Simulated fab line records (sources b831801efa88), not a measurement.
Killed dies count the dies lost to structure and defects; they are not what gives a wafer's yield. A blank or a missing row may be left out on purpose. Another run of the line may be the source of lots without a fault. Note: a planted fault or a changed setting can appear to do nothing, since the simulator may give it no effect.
fab line records	flow gf180mcu
record: lots: 15	wafers: 45	lastDay: 34
route steps=602 shown MVSD@75 DUAL_GATE@152 HV_LDD@183
lots untouched by any fault: they come from a run of this same line in which no faults occurred
startH: hours from the record's first day to the start of the lot's first wafer shown	waitH: time in hours since the lot's previous step	" as in the row above	L1.1+2: one row covering several wafers at once	- value missing, or start not given	* or withheld: withheld	< > ~ a bound
route shown NAME@n: names a module that has steps shown in the file, with the first one's number in the route	usual: mean and standard deviation over wafers with no fault	same: alike in all rows	chamber/n: place in a boat	sites: the reading at each site	_std_site: the standard deviation of these	_edge_site: mean of outer sites minus mean of inner sites	radiusMm: how far each site lies from the wafer's centre	mask NAME#n: copy n	behind: the most recent tool/chamber to have shaped the wafer	hold: why the lot was held/for how many hours/how that ended	device: the n, p or np transistor that did not switch	end of line: the same wafers' tests at the end of the route	where a step has no rows: the recipe by itself	killed: dies that structure and defects cost at the first sort, which is not the same as the wafer's yield	map: shows each die of a wafer: x if killed, . if not, _ if none is there
set.NAME: the run value of the setting; set.NAME@STEP: its run value at that earlier step	model.NAME: the simulator's own value behind a step, which no gauge read
the route's steps for a sample of lots (tables are steps, rows are wafers)
services: from which hour (startH, from the record's first day; less than 0 if before it) a tool's chamber was out of use, for how many hours, and why
== steps ==
step: GF_MVSD_IMPLANT_09
recipe: species: P	energyKev: 100	doseCm2: 5e+12	tiltDeg: 0
usual: beamEnergyKeV: 99.99/0.031	beamOnS: 10.00/0.19	implantIonAmu: 31/0
lot.wafer	tool	chamber	startH	waitH	beamEnergyKeV	beamOnS	implantIonAmu
L412.1	implanter-04	0	81.28	0.1	100.03	10.22	31
L412.2	"	0	"	"	100.05	9.99	31
L412.6	"	0	"	"	100.03	10.13	31
L413.1	implanter-02	0	88.32	0.1	100.05	9.88	31
L413.2	"	0	"	"	100.02	10.22	31
L413.3	"	0	"	"	99.99	10.15	31
L415.1	implanter-02	0	100.37	0.1	99.94	9.89	31
L415.4	"	0	"	"	99.96	10.19	31
L415.5	"	0	"	"	99.96	10.33	31
L416.1	implanter-02	0	105.52	0.1	99.97	9.87	31
L416.3	"	0	"	"	99.99	9.84	31
L416.4	"	0	"	"	99.92	10.18	31
L417.3	implanter-04	0	112.07	0.1	99.94	9.82	31
L417.5	"	0	"	"	99.97	10.04	31
L417.6	"	0	"	"	100.01	10.19	31
L418.2	implanter-02	0	118.00	0.1	100.00	9.57	31
L418.3	"	0	"	"	99.93	10.12	31
L418.5	"	0	"	"	100.03	10.09	31
L419.3	implanter-04	0	123.93	0.1	100.02	10.15	31
L419.4	"	0	"	"	99.98	10.17	31
L419.6	"	0	"	"	99.97	9.69	31
L420.1	implanter-04	0	127.53	0.1	100.04	9.98	31
L420.3	"	0	"	"	99.99	10.05	31
L420.5	"	0	"	"	100.00	9.77	31
L421.2	implanter-01	0	136.90	0.1	100.01	10.10	31
L421.3	"	0	"	"	100.02	10.03	31
L421.5	"	0	"	"	100.00	10.38	31
L424.1	implanter-01	0	152.27	0.1	99.93	10.04	31
L424.2	"	0	"	"	99.99	9.97	31
L424.4	"	0	"	"	99.94	10.11	31
L429.1	implanter-02	0	183.67	0.1	100.06	10.09	31
L429.3	"	0	"	"	100.03	10.15	31
L429.4	"	0	"	"	100.04	10.07	31
L430.1	implanter-04	-	188.12	0.1	-	-	-
L430.4	"	-	"	"	-	-	-
L430.6	"	-	"	"	-	-	-
L431.4	implanter-02	-	192.35	0.1	-	-	-
L431.5	"	-	"	"	-	-	-
L431.6	"	-	"	"	-	-	-
L432.1	implanter-01	-	199.92	0.1	-	-	-
L432.5	"	-	"	"	-	-	-
L432.6	"	-	"	"	-	-	-
L435.1	implanter-01	0	217.03	0.1	99.98	9.84	31
L435.3	"	0	"	"	100.02	9.96	31
L435.4	"	0	"	"	99.99	10.12	31
step: GF_MVSD_TW_MEAS_11
usual: MVSD_TW: 1577/9.5
lot.wafer	tool	chamber	startH	waitH	MVSD_TW
L412.1	filmMetro-04	-	81.53	0.1	1579
L412.2	"	-	"	"	1580
L412.6	"	-	"	"	1590
L413.1	filmMetro-03	-	88.57	0.1	1561
L413.2	"	-	"	"	1561
L413.3	"	-	"	"	1558
L415.1	filmMetro-03	-	100.62	0.1	1575
L415.4	"	-	"	"	1567
L415.5	"	-	"	"	1564
L416.1	filmMetro-04	-	105.77	0.1	1583
L416.3	"	-	"	"	1581
L416.4	"	-	"	"	1585
L417.3	filmMetro-03	-	112.29	0.1	1565
L417.5	"	-	"	"	1568
L417.6	"	-	"	"	1565
L418.2	filmMetro-03	-	118.23	0.1	1554
L418.3	"	-	"	"	1563
L418.5	"	-	"	"	1559
L419.3	filmMetro-01	-	124.15	0.1	1573
L419.4	"	-	"	"	1565
L419.6	"	-	"	"	1569
L420.1	filmMetro-03	-	127.78	0.1	1582
L420.3	"	-	"	"	1581
L420.5	"	-	"	"	1582
L421.2	filmMetro-03	-	137.17	0.1	1578
L421.3	"	-	"	"	1586
L421.5	"	-	"	"	1585
L424.1	filmMetro-01	-	152.52	0.1	1579
L424.2	"	-	"	"	1584
L424.4	"	-	"	"	1593
L429.1	filmMetro-01	-	183.92	0.1	1582
L429.3	"	-	"	"	1586
L429.4	"	-	"	"	1584
L430.1	filmMetro-01	-	188.37	0.1	1520
L430.4	"	-	"	"	1524
L430.6	"	-	"	"	1518
L431.4	filmMetro-03	-	192.55	0.1	1506
L431.5	"	-	"	"	1515
L431.6	"	-	"	"	1515
L432.1	filmMetro-03	-	200.17	0.1	1508
L432.5	"	-	"	"	1515
L432.6	"	-	"	"	1514
L435.1	filmMetro-03	-	217.28	0.1	1557
L435.3	"	-	"	"	1569
L435.4	"	-	"	"	1559
step: GF_VT_IMPLANT_RS_MEAS_46
recipe: thkMeasGauge: four-point-probe
usual: MVSD_RS: 456.8/1.1
lot.wafer	tool	chamber	startH	waitH	MVSD_RS[ohm/sq]
L412.1	filmMetro-01	-	154.84	0.1	456.0
L412.2	"	-	"	"	456.3
L412.6	"	-	"	"	457.3
L413.1	filmMetro-04	-	164.20	0.1	458.0
L413.2	"	-	"	"	458.4
L413.3	"	-	"	"	457.8
L415.1	filmMetro-04	-	179.22	0.1	455.8
L415.4	"	-	"	"	456.1
L415.5	"	-	"	"	457.4
L416.1	filmMetro-03	-	184.15	0.1	456.7
L416.3	"	-	"	"	456.5
L416.4	"	-	"	"	455.4
L417.3	filmMetro-01	-	191.67	0.1	455.0
L417.5	"	-	"	"	454.7
L417.6	"	-	"	"	455.5
L418.2	filmMetro-01	-	198.70	0.1	457.9
L418.3	"	-	"	"	457.3
L418.5	"	-	"	"	456.5
L419.3	filmMetro-03	-	206.73	0.1	457.1
L419.4	"	-	"	"	456.9
L419.6	"	-	"	"	456.9
L420.1	filmMetro-01	-	209.53	0.1	456.2
L420.3	"	-	"	"	457.0
L420.5	"	-	"	"	455.9
L421.2	filmMetro-01	-	220.55	0.1	458.7
L421.3	"	-	"	"	456.7
L421.5	"	-	"	"	456.8
L424.1	filmMetro-04	-	239.19	0.1	457.3
L424.2	"	-	"	"	456.9
L424.4	"	-	"	"	457.0
L429.1	filmMetro-04	-	274.13	0.2	456.8
L429.3	"	-	"	"	456.3
L429.4	"	-	"	"	454.8
L430.1	filmMetro-04	-	279.84	0.1	-
L430.4	"	-	"	"	-
L430.6	"	-	"	"	-
L431.4	filmMetro-03	-	285.44	0.1	-
L431.5	"	-	"	"	-
L431.6	"	-	"	"	-
L432.1	filmMetro-01	-	293.28	0.1	-
L432.5	"	-	"	"	-
L432.6	"	-	"	"	-
L435.1	filmMetro-04	-	311.18	0.1	458.1
L435.3	"	-	"	"	456.0
L435.4	"	-	"	"	457.0
step: GF_DUAL_GATE_OVL_MEAS_11
usual: DUAL_GATE_OVL: -1.2/1.6
lot.wafer	tool	chamber	startH	waitH	DUAL_GATE_OVL[nm]
L412.1	overlay-01	-	173.79	0.1	-2.1
L412.2	"	-	"	"	-1.7
L412.6	"	-	"	"	-1.1
L413.1	overlay-01	-	182.99	0.1	-1.0
L413.2	"	-	"	"	-3.7
L413.3	"	-	"	"	-3.3
L415.1	overlay-02	-	198.49	0.1	0.1
L415.4	"	-	"	"	-0.6
L415.5	"	-	"	"	0.3
L416.1	overlay-01	-	203.79	0.1	-0.3
L416.3	"	-	"	"	-0.9
L416.4	"	-	"	"	1.4
L417.3	overlay-01	-	211.60	0.1	-0.9
L417.5	"	-	"	"	1.0
L417.6	"	-	"	"	-1.7
L418.2	overlay-01	-	219.39	0.1	-2.4
L418.3	"	-	"	"	0.0
L418.5	"	-	"	"	-1.5
L419.3	overlay-02	-	226.60	0.1	1.1
L419.4	"	-	"	"	2.4
L419.6	"	-	"	"	-0.6
L420.1	overlay-01	-	228.89	0.1	-2.2
L420.3	"	-	"	"	0.7
L420.5	"	-	"	"	-1.4
L421.2	overlay-02	-	243.09	0.1	-0.5
L421.3	"	-	"	"	-0.5
L421.5	"	-	"	"	-2.1
L424.1	overlay-01	-	259.49	0.1	-1.1
L424.2	"	-	"	"	-2.2
L424.4	"	-	"	"	-0.1
L429.1	overlay-02	-	295.84	0.1	-1.2
L429.3	"	-	"	"	-2.2
L429.4	"	-	"	"	-2.5
L435.1	overlay-02	-	334.13	0.1	-1.8
L435.3	"	-	"	"	-0.4
L435.4	"	-	"	"	-0.2
step: GF_DUAL_GATE_STRIP_13
recipe: chemistry: O2/N2	powerW: 1400	pressureMtorr: 1500	platenTempC: 250	o2FlowSccm: 3000	n2FlowSccm: 300	overashFraction: 0.5
usual: drypumpMotorCurrentA: 6.0/0.54	heaterPowerW: 324/9.9	n2FlowSccm: 300.0/0.94	oesProductAu: 0.716/0.0047	stripTimeToEndpointS: 12.64/0.034
lot.wafer	tool	chamber	startH	waitH	drypumpMotorCurrentA	heaterPowerW	n2FlowSccm	oesProductAu	rfHoursCounterH	stripTimeToEndpointS
L412.1	plasmaAsher-01	1	173.90	0.0	5.2	324	300.9	0.720	5	12.69
L412.2	"	0	"	"	6.8	320	299.0	0.721	5	12.68
L412.6	"	0	"	"	6.7	330	299.6	0.722	-	12.68
L413.1	plasmaAsher-04	0	183.10	0.0	5.8	341	298.9	0.717	53	12.66
L413.2	"	1	"	"	5.9	322	300.0	0.715	53	12.66
L413.3	"	0	"	"	5.8	342	299.6	0.715	-	12.65
L415.1	plasmaAsher-04	0	198.60	0.0	5.8	325	300.0	0.717	55	12.70
L415.4	"	1	"	"	5.9	319	298.6	0.708	-	12.69
L415.5	"	1	"	"	5.9	317	299.0	0.711	-	12.71
L416.1	plasmaAsher-04	0	203.90	0.0	5.8	345	300.3	0.715	55	12.64
L416.3	"	1	"	"	5.9	327	299.3	0.728	-	12.64
L416.4	"	0	"	"	5.8	346	300.5	0.720	-	12.66
L417.3	plasmaAsher-01	0	211.74	0.0	6.7	328	299.0	0.721	-	12.65
L417.5	"	1	"	"	5.2	314	299.8	0.722	-	12.64
L417.6	"	0	"	"	6.7	331	298.8	0.705	-	12.65
L418.2	plasmaAsher-01	1	219.51	0.0	5.3	320	298.5	0.715	10	12.62
L418.3	"	1	"	"	5.3	312	299.1	0.714	-	12.65
L418.5	"	0	"	"	6.8	322	301.5	0.713	-	12.63
L419.3	plasmaAsher-04	1	226.74	0.0	5.9	316	300.7	0.723	-	12.62
L419.4	"	0	"	"	5.8	327	301.5	0.711	-	12.64
L419.6	"	1	"	"	5.9	326	299.1	0.718	-	12.64
L420.1	plasmaAsher-04	0	229.00	0.0	5.8	344	298.7	0.712	58	12.58
L420.3	"	0	"	"	5.8	337	300.0	0.718	-	12.62
L420.5	"	0	"	"	5.8	342	300.4	0.712	-	12.63
L421.2	plasmaAsher-04	0	243.20	0.0	5.8	332	302.5	0.717	59	12.59
L421.3	"	0	"	"	5.8	338	301.0	0.723	-	12.61
L421.5	"	0	"	"	5.8	336	299.9	0.713	-	12.58
L424.1	plasmaAsher-02	1	259.75	0.0	6.4	317	300.3	0.722	48	12.71
L424.2	"	0	"	"	5.8	308	299.7	0.722	48	12.71
L424.4	"	1	"	"	6.5	321	299.2	0.710	-	12.68
L429.1	plasmaAsher-04	1	296.03	0.0	5.9	320	301.1	0.712	65	12.67
L429.3	"	0	"	"	5.8	345	299.9	0.721	-	12.68
L429.4	"	1	"	"	5.9	325	299.9	0.713	-	12.65
L435.1	plasmaAsher-01	1	334.25	0.0	5.2	318	300.3	0.722	22	12.60
L435.3	"	0	"	"	6.7	326	299.4	0.722	-	12.57
L435.4	"	1	"	"	5.3	323	299.7	0.718	-	12.59
step: GF_HV_LDD_CD_MEAS_07
recipe: targetCdNm: 400
usual: cdNm: 400.2/1.9
lot.wafer	tool	chamber	startH	waitH	cdNm
L412.1	cdSem-01	-	213.60	0.1	398.6
L412.2	"	-	"	"	399.0
L412.6	"	-	"	"	398.9
L413.1	cdSem-01	-	223.79	0.1	398.0
L413.2	"	-	"	"	399.2
L413.3	"	-	"	"	398.5
L415.1	cdSem-02	-	238.89	0.1	402.0
L415.4	"	-	"	"	402.2
L415.5	"	-	"	"	401.4
L416.1	cdSem-01	-	244.44	0.1	401.0
L416.3	"	-	"	"	400.6
L416.4	"	-	"	"	400.6
L417.3	cdSem-01	-	253.23	0.1	402.5
L417.5	"	-	"	"	405.3
L417.6	"	-	"	"	403.8
L418.2	cdSem-02	-	262.26	0.1	401.8
L418.3	"	-	"	"	400.2
L418.5	"	-	"	"	401.7
L419.3	cdSem-02	-	270.48	0.1	400.8
L419.4	"	-	"	"	399.3
L419.6	"	-	"	"	401.0
L420.1	cdSem-01	-	272.64	0.1	400.9
L420.3	"	-	"	"	397.0
L420.5	"	-	"	"	395.9
L421.2	cdSem-01	-	287.01	0.1	399.4
L421.3	"	-	"	"	400.6
L421.5	"	-	"	"	397.7
L424.1	cdSem-01	-	304.34	0.1	403.3
L424.2	"	-	"	"	401.2
L424.4	"	-	"	"	400.5
L429.1	cdSem-02	-	343.08	0.1	398.5
L429.3	"	-	"	"	400.6
L429.4	"	-	"	"	399.3
L435.1	cdSem-01	-	382.88	0.1	398.7
L435.3	"	-	"	"	398.4
L435.4	"	-	"	"	398.8
== services ==
tool	chamber	startH	hours	kind
implanter-01	-	60.58	1.1	repair
plasmaAsher-01	-	95.89	14.6	pm
implanter-01	-	96.74	1.6	repair
plasmaAsher-01	-	110.49	9.0	pm
plasmaAsher-01	0	110.49	9.0	ventCycle
plasmaAsher-01	1	110.49	9.0	ventCycle
plasmaAsher-01	-	119.49	2.8	pm
plasmaAsher-01	0	119.49	-	clean
plasmaAsher-01	1	119.49	-	clean
plasmaAsher-02	-	129.47	6.4	repair
implanter-01	-	130.24	3.3	repair
implanter-02	-	131.36	2.8	repair
implanter-01	-	138.14	1.9	pm
implanter-02	-	159.54	1.8	repair
implanter-04	-	247.54	5.3	pm
implanter-02	-	270.82	16.8	repair
plasmaAsher-01	-	274.68	2.2	repair
implanter-02	-	290.25	4.1	repair
implanter-01	-	293.24	2.9	repair
implanter-02	-	294.93	7.6	repair
implanter-04	-	296.76	19.1	pm
plasmaAsher-04	-	314.75	27.0	pm
implanter-04	-	326.38	4.4	repair
== key ==
firstSign: step: GF_MVSD_IMPLANT_09	reading: toolRecord	direction: missing
effect: step: GF_MVSD_TW_MEAS_11	reading: MVSD_TW	direction: down	sigmas: 6.5	usual: 1577	struck: 1515
effect: step: GF_VT_IMPLANT_RS_MEAS_46	reading: MVSD_RS	direction: missing
metAt GF_MVSD_IMPLANT_09
struckLots L430,L431,L432
laterRowsLeftOut L430.1,L430.4,L430.6,L431.4,L431.5,L431.6,L432.1,L432.5,L432.6
sortLeftOut L430.1,L430.4,L430.6,L431.4,L431.5,L431.6,L432.1,L432.5,L432.6
testerLeftOut L430,L431,L432
notActingAt GF_DUAL_GATE_OVL_MEAS_11,GF_DUAL_GATE_STRIP_13,GF_HV_LDD_CD_MEAS_07
onsetBetween 183.67 188.12
fault: kind: skippedStepWhole	tool: implanter-01,implanter-02,implanter-04	chamber: -	onsetH: 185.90	steps: GF_MVSD_IMPLANT_09	scope: struckLotsOnly
testerLeftOut: of these lots the tester's yield and bins aren't shown, on N5 and GAA mostly nor the transistor test; their killed dies are dies lost to structure and defects alone, not to doping, threshold or leakage, so they don't give the yield
sortLeftOut: the simulated sort isn't trusted on such a fault, so these wafers' sort isn't shown, and their yield isn't known
laterRowsLeftOut: the simulator's readings of these wafers behind a module that went badly wrong aren't trusted and aren't shown, but for the sort
